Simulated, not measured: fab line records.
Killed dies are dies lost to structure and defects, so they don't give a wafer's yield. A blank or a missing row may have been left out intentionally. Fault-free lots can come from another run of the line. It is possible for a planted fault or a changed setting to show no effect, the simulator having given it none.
fab line records + flow sky130
record:
- lots: 7
- wafers: 21
- lastDay: 50
route steps=708 shown FIELD_ISO@23 NWELL@32 DNWELL@35 PAD_OPEN@708
lots untouched by any fault: they come from a run of this same line in which no faults occurred
startH: hours from the record's first day to the start of the lot's first wafer shown + waitH: hours from the lot's prior step to this one + " same as the row above + L1.1+2: a single row standing in for several wafers + - either no value or no given start + * or withheld: withheld + < > ~ a bound
route shown NAME@n: a module of which the file shows steps, and the number in the route of the first + usual: average and standard deviation across the fault-free wafers + same: alike in all rows + chamber/n: place in a boat + sites: the reading at each site + _std_site: their standard deviation + _edge_site: inner sites' mean taken away from outer sites' mean + radiusMm: how far each site lies from the wafer's centre + mask NAME#n: copy n + behind: the last tool/chamber to shape the wafer + hold: what put the lot on hold/how long, in hours/how the hold closed + device: which transistor (n, p or np) failed to switch + end of line: the tests these same wafers got at the end of their route + a step with no rows: only its recipe + killed: dies that structure and defects cost at the first sort, which is not the same as the wafer's yield + map: shows each die of a wafer: x if killed, . if not, _ if none is there
set.NAME: setting as actually run; set.NAME@STEP: the setting as run at that earlier step + model.NAME: the simulator's own value behind a step, which no gauge read
a table for each step, a row for each wafer; lots at some steps of the route
services: when a tool's chamber went out of use (startH, in hours from the record's first day, below 0 if earlier), for how many hours, and the reason
== steps ==
step: SKY_FIELD_ISO_OXIDATION_22
recipe:
- tempC: 950
- ambient: O2
- stabiliseS: 600
- purgeS: 300
- targetThkA: 100
- oxTimeS: 623
step: SKY_FIELD_ISO_THK_MEAS_23
recipe:
- reads: SiO2_of_FIELD_ISO_OXIDATION_22
usual:
- FIELD_ISO_OXIDATION_01_THK: 10.02/0.24
| lot.wafer | tool         | chamber | startH | waitH | FIELD_ISO_OXIDATION_01_THK[nm] |
|-----------|--------------|---------|--------|-------|--------------------------------|
| L326.1    | filmMetro-03 | -       | 70.08  | 0.0   | 10.14                          |
| L326.2    | "            | -       | "      | "     | 10.09                          |
| L326.6    | "            | -       | "      | "     | 10.01                          |
| L327.2    | filmMetro-04 | -       | 70.09  | 0.0   | 9.89                           |
| L327.3    | "            | -       | "      | "     | 9.97                           |
| L327.6    | "            | -       | "      | "     | 9.94                           |
| L333.1    | filmMetro-04 | -       | 110.25 | 0.0   | 9.76                           |
| L333.3    | "            | -       | "      | "     | 9.70                           |
| L333.4    | "            | -       | "      | "     | 9.61                           |
| L337.1    | filmMetro-04 | -       | 130.06 | 0.0   | 10.29                          |
| L337.4    | "            | -       | "      | "     | 10.27                          |
| L337.6    | "            | -       | "      | "     | 10.23                          |
| L339.1    | filmMetro-01 | -       | 135.70 | 0.0   | 10.12                          |
| L339.2    | "            | -       | "      | "     | 10.15                          |
| L339.5    | "            | -       | "      | "     | 10.20                          |
| L342.1    | filmMetro-01 | -       | 145.80 | 0.0   | 10.01                          |
| L342.2    | "            | -       | "      | "     | 10.19                          |
| L342.3    | "            | -       | "      | "     | 10.06                          |
| L343.2    | filmMetro-04 | -       | 154.25 | 0.0   | 9.99                           |
| L343.3    | "            | -       | "      | "     | 10.17                          |
| L343.6    | "            | -       | "      | "     | 10.15                          |
step: SKY_FIELD_ISO_CVD_24
recipe:
- material: SiO2
- targetThkNm: 595
- tempC: 650
- sigmaOpenFrac: 0.3
- timeS: 99.2
- sih4FlowSccm: 60
- pressureMtorr: 6
step: SKY_FIELD_ISO_THK_MEAS_25
recipe:
- reads: SiO2_of_FIELD_ISO_CVD_24
usual:
- FIELD_ISO_CVD_24_THK: 598/5.5
| lot.wafer | tool         | chamber | startH | waitH | FIELD_ISO_CVD_24_THK[nm] |
|-----------|--------------|---------|--------|-------|--------------------------|
| L326.1    | filmMetro-01 | -       | 70.22  | 0.0   | 599                      |
| L326.2    | "            | -       | "      | "     | 601                      |
| L326.6    | "            | -       | "      | "     | 605                      |
| L327.2    | filmMetro-04 | -       | 70.30  | 0.0   | 595                      |
| L327.3    | "            | -       | "      | "     | 606                      |
| L327.6    | "            | -       | "      | "     | 596                      |
| L333.1    | filmMetro-03 | -       | 110.38 | 0.0   | 603                      |
| L333.3    | "            | -       | "      | "     | 594                      |
| L333.4    | "            | -       | "      | "     | 605                      |
| L337.1    | filmMetro-01 | -       | 130.19 | 0.0   | 604                      |
| L337.4    | "            | -       | "      | "     | 598                      |
| L337.6    | "            | -       | "      | "     | 611                      |
| L339.1    | filmMetro-01 | -       | 135.83 | 0.0   | 599                      |
| L339.2    | "            | -       | "      | "     | 594                      |
| L339.5    | "            | -       | "      | "     | 593                      |
| L342.1    | filmMetro-04 | -       | 145.94 | 0.0   | 604                      |
| L342.2    | "            | -       | "      | "     | 606                      |
| L342.3    | "            | -       | "      | "     | 604                      |
| L343.2    | filmMetro-04 | -       | 154.38 | 0.0   | 602                      |
| L343.3    | "            | -       | "      | "     | 590                      |
| L343.6    | "            | -       | "      | "     | 606                      |
step: SKY_FIELD_ISO_ANNEAL_26
recipe:
- tempC: 1000
- timeS: 1800
- ambient: N2
step: SKY_FIELD_ISO_CMP_27
recipe:
- stopOn: Si3N4
- tOverpolishS: 16
- downForcePsi: 4
- platenRpm: 60
- targetThkNm: 457.8
- padVelocityMS: 0.94248
usual:
- motorCurrentA: 12.1/1.1
- overpolishRunS: 15.999/0.0084
- timeToEndpointS: 112/3.7
| lot.wafer | tool   | chamber | startH | waitH | motorCurrentA | overpolishRunS | timeToEndpointS |
|-----------|--------|---------|--------|-------|---------------|----------------|-----------------|
| L326.1    | cmp-01 | 1       | 80.22  | 0.0   | 11.9          | 16.005         | 106             |
| L326.2    | "      | 0       | "      | "     | 11.7          | 16.007         | 114             |
| L326.6    | "      | 1       | "      | "     | 12.2          | 16.010         | 111             |
| L327.2    | cmp-02 | 1       | 80.22  | 0.0   | 10.0          | 15.996         | 112             |
| L327.3    | "      | 3       | "      | "     | 11.8          | 16.004         | 116             |
| L327.6    | "      | 2       | "      | "     | 13.0          | 16.003         | 110             |
| L333.4    | cmp-01 | 1       | 119.05 | 0.0   | 11.9          | 16.014         | 108             |
| L333.3    | "      | 3       | "      | "     | 12.5          | 16.001         | 104             |
| L333.1    | "      | 0       | "      | "     | 12.4          | 16.004         | 110             |
| L337.1    | cmp-01 | 2       | 134.38 | 0.0   | 12.8          | 15.998         | 109             |
| L337.4    | "      | 3       | "      | "     | 12.3          | 16.002         | 110             |
| L337.6    | "      | 2       | "      | "     | 12.8          | 16.021         | 111             |
| L339.2    | cmp-01 | 3       | 139.03 | 0.1   | 12.3          | 16.000         | 111             |
| L339.1    | "      | 0       | "      | "     | 12.2          | 16.005         | 109             |
| L339.5    | "      | 2       | "      | "     | 12.3          | 16.000         | 108             |
| L342.1    | cmp-01 | 3       | 147.50 | 0.0   | 12.2          | 15.987         | 109             |
| L342.2    | "      | 0       | "      | "     | 11.5          | 16.000         | 115             |
| L342.3    | "      | 2       | "      | "     | 12.7          | 16.011         | 110             |
| L343.2    | cmp-02 | 1       | 155.93 | 0.0   | 9.7           | 16.004         | 115             |
| L343.3    | "      | 2       | "      | "     | 13.1          | 15.998         | 113             |
| L343.6    | "      | 1       | "      | "     | 10.0          | 16.000         | 119             |
step: SKY_FIELD_ISO_WET_ETCH_28
recipe:
- chemistry: dHF
- targetDepthNm: 23.7
- target: SiO2
- dilution: 10:1
- tempC: 25
- timeS: 47
step: SKY_FIELD_ISO_WET_ETCH_29
recipe:
- chemistry: H3PO4
- targetDepthNm: 160
- target: Si3N4
- tempC: 160
- timeS: 1825
step: SKY_FIELD_ISO_WET_ETCH_30
recipe:
- chemistry: dHF
- targetDepthNm: 25
- target: SiO2
- dilution: 10:1
- tempC: 25
- timeS: 50
step: SKY_NWELL_CLEAN_00
recipe:
- chemistry: SC1/SC2
- mix: 1:4:20
- tempC: 70
- timeS: 150
- dry: n2Spin
step: SKY_NWELL_OXIDATION_01
recipe:
- tempC: 900
- ambient: O2
- stabiliseS: 600
- purgeS: 300
- targetThkA: 100
- oxTimeS: 1418
step: SKY_NWELL_THK_MEAS_02
recipe:
- reads: SiO2_of_NWELL_OXIDATION_01
usual:
- NWELL_OXIDATION_THK: 10.00/0.19
| lot.wafer | tool         | chamber | startH | waitH | NWELL_OXIDATION_THK[nm] |
|-----------|--------------|---------|--------|-------|-------------------------|
| L326.1    | filmMetro-04 | -       | 82.79  | 0.0   | 10.06                   |
| L326.2    | "            | -       | "      | "     | 9.98                    |
| L326.6    | "            | -       | "      | "     | 10.17                   |
| L327.2    | filmMetro-02 | -       | 82.80  | 0.0   | 9.77                    |
| L327.3    | "            | -       | "      | "     | 9.92                    |
| L327.6    | "            | -       | "      | "     | 9.96                    |
| L333.1    | filmMetro-02 | -       | 124.63 | 0.0   | 9.91                    |
| L333.3    | "            | -       | "      | "     | 10.01                   |
| L333.4    | "            | -       | "      | "     | 10.14                   |
| L337.1    | filmMetro-02 | -       | 138.27 | 0.0   | 9.90                    |
| L337.4    | "            | -       | "      | "     | 9.91                    |
| L337.6    | "            | -       | "      | "     | 10.12                   |
| L339.1    | filmMetro-04 | -       | 141.23 | 0.0   | 10.08                   |
| L339.2    | "            | -       | "      | "     | 9.77                    |
| L339.5    | "            | -       | "      | "     | 9.78                    |
| L342.1    | filmMetro-04 | -       | 149.81 | 0.0   | 10.04                   |
| L342.2    | "            | -       | "      | "     | 9.61                    |
| L342.3    | "            | -       | "      | "     | 9.88                    |
| L343.2    | filmMetro-04 | -       | 158.53 | 0.0   | 10.10                   |
| L343.3    | "            | -       | "      | "     | 10.02                   |
| L343.6    | "            | -       | "      | "     | 10.36                   |
step: SKY_DNWELL_DEHYDRATE_00
recipe:
- tempC: 200
- timeS: 60
usual:
- exhaustPa: 45.0/0.81
- runLengthS: 89.10/0.2
| lot.wafer | tool          | chamber | startH | waitH | exhaustPa | runLengthS |
|-----------|---------------|---------|--------|-------|-----------|------------|
| L326.1    | lithoTrack-03 | 0       | 90.01  | 7.2   | 46.1      | 88.82      |
| L326.2    | "             | 0       | "      | "     | 46.0      | 88.84      |
| L326.6    | "             | 0       | "      | "     | 45.4      | 89.12      |
| L327.2    | lithoTrack-02 | 0       | 90.24  | 7.4   | 44.4      | 88.99      |
| L327.3    | "             | 0       | "      | "     | 44.6      | 89.01      |
| L327.6    | "             | 0       | "      | "     | 44.9      | 88.94      |
| L333.1    | lithoTrack-02 | 0       | 132.87 | 8.2   | 45.2      | 95.12      |
| L333.3    | "             | 0       | "      | "     | 46.6      | 95.16      |
| L333.4    | "             | 0       | "      | "     | 45.9      | 95.09      |
| L337.1    | lithoTrack-02 | 0       | 146.92 | 8.6   | 44.6      | 95.32      |
| L337.4    | "             | 0       | "      | "     | 45.7      | 95.50      |
| L337.6    | "             | 0       | "      | "     | 45.5      | 95.07      |
| L339.1    | lithoTrack-02 | 0       | 150.42 | 9.2   | 45.7      | 95.35      |
| L339.2    | "             | 0       | "      | "     | 45.3      | 95.15      |
| L339.5    | "             | 0       | "      | "     | 45.7      | 95.15      |
| L342.1    | lithoTrack-03 | 0       | 159.46 | 9.6   | 43.7      | 88.83      |
| L342.2    | "             | 0       | "      | "     | 44.2      | 89.17      |
| L342.3    | "             | 0       | "      | "     | 44.8      | 88.82      |
| L343.2    | lithoTrack-03 | 0       | 168.14 | 9.6   | 44.2      | 88.97      |
| L343.3    | "             | 0       | "      | "     | 42.9      | 88.96      |
| L343.6    | "             | 0       | "      | "     | 44.7      | 89.14      |
step: SKY_DNWELL_HMDS_01
recipe:
- primeTimeS: 60
- primeTempC: 120
step: SKY_PAD_OPEN_PROBE_99
usual:
- killed_at_M0_to_M3: 44/6.2
- killed_at_M4_up: 3.3/1.8
- killedAtContacts: 25/5.8
- killedAtFrontEnd: 15/4
- killedAtOther: 0.3/0.49
- killedDies: 88/8.8
- killedOpen: 48/6.5
- killedShort: 39/6.3
same:
- grossDies: 492
- killedAtBackSide: 0
| lot.wafer | tool      | chamber | startH  | waitH | killed_at_M0_to_M3 | killed_at_M4_up | killedAtContacts | killedAtFrontEnd | killedAtOther | killedDies | killedOpen | killedShort |
|-----------|-----------|---------|---------|-------|--------------------|-----------------|------------------|------------------|---------------|------------|------------|-------------|
| L327.2    | prober-01 | -       | 1129.53 | 0.1   | 53                 | 3               | 24               | 10               | 1             | 91         | 57         | 33          |
| L327.3    | prober-01 | -       | 1129.58 | 0.2   | 43                 | 1               | 29               | 12               | 0             | 85         | 43         | 42          |
| L327.6    | prober-01 | -       | 1129.73 | 0.2   | 56                 | 3               | 21               | 11               | 1             | 92         | 47         | 44          |
| L326.1    | prober-02 | -       | 1134.36 | 0.1   | 42                 | 5               | 29               | 16               | 0             | 92         | 48         | 44          |
| L326.2    | prober-02 | -       | 1134.41 | 0.1   | 44                 | 3               | 21               | 5                | 1             | 74         | 37         | 37          |
| L326.6    | prober-02 | -       | 1134.61 | 0.2   | 32                 | 3               | 33               | 20               | 0             | 88         | 53         | 35          |
| L337.1    | prober-01 | -       | 1190.25 | 0.1   | 44                 | 0               | 20               | 17               | 0             | 81         | 42         | 39          |
| L337.4    | prober-01 | -       | 1190.40 | 0.2   | 60                 | 3               | 16               | 10               | 0             | 89         | 48         | 41          |
| L337.6    | prober-01 | -       | 1190.50 | 0.2   | 58                 | 2               | 25               | 11               | 0             | 96         | 58         | 38          |
| L339.1    | prober-01 | -       | 1195.18 | 0.1   | 40                 | 3               | 33               | 16               | 0             | 92         | 51         | 41          |
| L339.2    | prober-01 | -       | 1195.23 | 0.1   | 50                 | 2               | 11               | 10               | 0             | 73         | 35         | 38          |
| L339.5    | prober-01 | -       | 1195.38 | 0.2   | 38                 | 2               | 26               | 11               | 0             | 77         | 42         | 35          |
| L342.1    | prober-02 | -       | 1199.87 | 0.1   | 36                 | 3               | 32               | 13               | 0             | 84         | 53         | 31          |
| L342.2    | prober-02 | -       | 1199.92 | 0.1   | 37                 | 2               | 34               | 18               | 0             | 91         | 44         | 46          |
| L342.3    | prober-02 | -       | 1199.97 | 0.2   | 51                 | 1               | 16               | 15               | 0             | 83         | 47         | 36          |
killed by level:class
L327.2 VIA1:geometricParticle:open=14 METAL1:geometricParticle:short=10 VIA3:geometricParticle:open=10 VIA2:geometricParticle:open=9 CONTACT:geometricParticle:open=8 LI_CONTACT:geometricParticle:open=7 FIELD_ISO:geometricParticle:short=4 FIELD_ISO:geometricParticle:open=3
L327.3 VIA1:geometricParticle:open=14 CONTACT:geometricParticle:open=9 CONTACT:geometricParticle:short=8 METAL1:geometricParticle:short=7 LI_CONTACT:geometricParticle:open=6 VIA1:geometricParticle:short=5 POLY_GATE:geometricParticle:open=4 LOCAL_INTERCONNECT:geometricParticle:short=4
L327.6 VIA1:geometricParticle:short=9 CONTACT:geometricParticle:open=9 VIA2:geometricParticle:open=9 METAL1:geometricParticle:short=8 LI_CONTACT:geometricParticle:open=7 VIA1:geometricParticle:open=7 VIA3:geometricParticle:open=7 METAL2:geometricParticle:short=6
L326.1 CONTACT:geometricParticle:open=12 VIA1:geometricParticle:open=8 CONTACT:geometricParticle:short=7 METAL1:geometricParticle:short=7 METAL2:geometricParticle:short=7 FIELD_ISO:geometricParticle:short=6 LOCAL_INTERCONNECT:geometricParticle:short=5 VIA2:geometricParticle:open=5
L326.2 VIA1:geometricParticle:open=11 LI_CONTACT:geometricParticle:open=8 METAL1:geometricParticle:short=7 LOCAL_INTERCONNECT:geometricParticle:short=6 VIA1:geometricParticle:short=5 CONTACT:geometricParticle:open=5 VIA3:geometricParticle:short=5 METAL2:geometricParticle:short=4
L326.6 CONTACT:geometricParticle:open=12 VIA1:geometricParticle:open=11 LI_CONTACT:geometricParticle:open=9 LOCAL_INTERCONNECT:geometricParticle:short=7 FIELD_ISO:geometricParticle:short=6 FIELD_ISO:geometricParticle:open=3 POLY_GATE:geometricParticle:short=3 CONTACT:geometricParticle:short=3
L337.1 VIA1:geometricParticle:open=10 CONTACT:geometricParticle:open=9 METAL1:geometricParticle:short=9 FIELD_ISO:geometricParticle:short=6 FIELD_ISO:geometricParticle:open=5 VIA3:geometricParticle:short=5 POLY_GATE:geometricParticle:open=4 VIA1:geometricParticle:short=4
L337.4 VIA1:geometricParticle:open=15 VIA3:geometricParticle:open=9 METAL1:geometricParticle:short=7 VIA2:geometricParticle:open=7 CONTACT:geometricParticle:open=5 METAL2:geometricParticle:short=5 LI_CONTACT:geometricParticle:short=4 VIA1:geometricParticle:short=4
L337.6 VIA1:geometricParticle:open=18 CONTACT:geometricParticle:open=9 LI_CONTACT:geometricParticle:open=8 METAL1:geometricParticle:short=8 VIA3:geometricParticle:open=8 VIA1:geometricParticle:short=6 VIA2:geometricParticle:short=5 VIA2:geometricParticle:open=4
L339.1 LI_CONTACT:geometricParticle:open=11 CONTACT:geometricParticle:open=11 VIA1:geometricParticle:open=8 METAL1:geometricParticle:short=7 LOCAL_INTERCONNECT:geometricParticle:short=5 METAL2:geometricParticle:short=5 VIA3:geometricParticle:short=5 FIELD_ISO:geometricParticle:open=4
L339.2 VIA2:geometricParticle:open=9 VIA1:geometricParticle:open=8 METAL1:geometricParticle:short=7 VIA3:geometricParticle:open=7 METAL2:geometricParticle:short=7 CONTACT:geometricParticle:open=5 LOCAL_INTERCONNECT:geometricParticle:short=4 VIA2:geometricParticle:short=4
L339.5 LI_CONTACT:geometricParticle:open=8 CONTACT:geometricParticle:open=7 METAL2:geometricParticle:short=6 VIA3:geometricParticle:open=6 METAL1:geometricParticle:short=6 VIA1:geometricParticle:short=6 VIA1:geometricParticle:open=6 LOCAL_INTERCONNECT:geometricParticle:short=4
L342.1 CONTACT:geometricParticle:open=14 VIA1:geometricParticle:open=9 CONTACT:geometricParticle:short=7 VIA3:geometricParticle:open=6 LI_CONTACT:geometricParticle:open=5 FIELD_ISO:geometricParticle:open=4 FIELD_ISO:geometricParticle:short=4 VIA1:geometricParticle:short=4
L342.2 CONTACT:geometricParticle:open=12 VIA1:geometricParticle:open=9 LI_CONTACT:geometricParticle:open=8 CONTACT:geometricParticle:short=8 VIA1:geometricParticle:short=6 FIELD_ISO:geometricParticle:short=5 POLY_GATE:geometricParticle:short=5 METAL3:geometricParticle:short=5
L342.3 VIA2:geometricParticle:open=10 VIA1:geometricParticle:open=9 FIELD_ISO:geometricParticle:open=7 METAL2:geometricParticle:short=7 CONTACT:geometricParticle:open=6 METAL1:geometricParticle:short=6 VIA3:geometricParticle:open=6 VIA1:geometricParticle:short=5
== services ==
| tool          | chamber | startH | hours | kind                          |
|---------------|---------|--------|-------|-------------------------------|
| cmp-01        | -       | 64.00  | 4.0   | pm                            |
| cmp-01        | -       | 68.00  | -     | consumableReplace:conditioner |
| cmp-01        | -       | 68.00  | -     | consumableReplace:pad         |
| cmp-01        | -       | 89.27  | 3.0   | pm                            |
| cmp-02        | -       | 107.36 | 5.1   | pm                            |
| lithoTrack-03 | -       | 108.27 | -     | consumableReplace:filter      |
| cmp-01        | -       | 126.84 | 4.2   | pm                            |
| cmp-02        | -       | 166.84 | 3.2   | repair                        |
== key ==
firstSign:
- step: SKY_DNWELL_DEHYDRATE_00
- reading: runLengthS
- direction: up
- sigmas: 31
- usual: *
- struck: *
effect none on later readings
metAt SKY_DNWELL_DEHYDRATE_00
struckWafers L333.1,L333.3,L333.4,L337.1,L337.4,L337.6,L339.1,L339.2,L339.5
testerLeftOut L333,L337,L339
onsetBetween 90.24 132.87
fault:
- kind: processParameterDrift
- tool: lithoTrack-02
- chamber: -
- onsetH: 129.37
- steps: SKY_DNWELL_DEHYDRATE_00
- channel: timeS
- offset: *
- shape: step
- endH: 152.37
- actsIn: *
- stated: *
testerLeftOut: of these lots the tester's yield and bins aren't shown, on N5 and GAA mostly nor the transistor test; their killed dies are dies lost to structure and defects alone, not to doping, threshold or leakage, so they don't give the yield
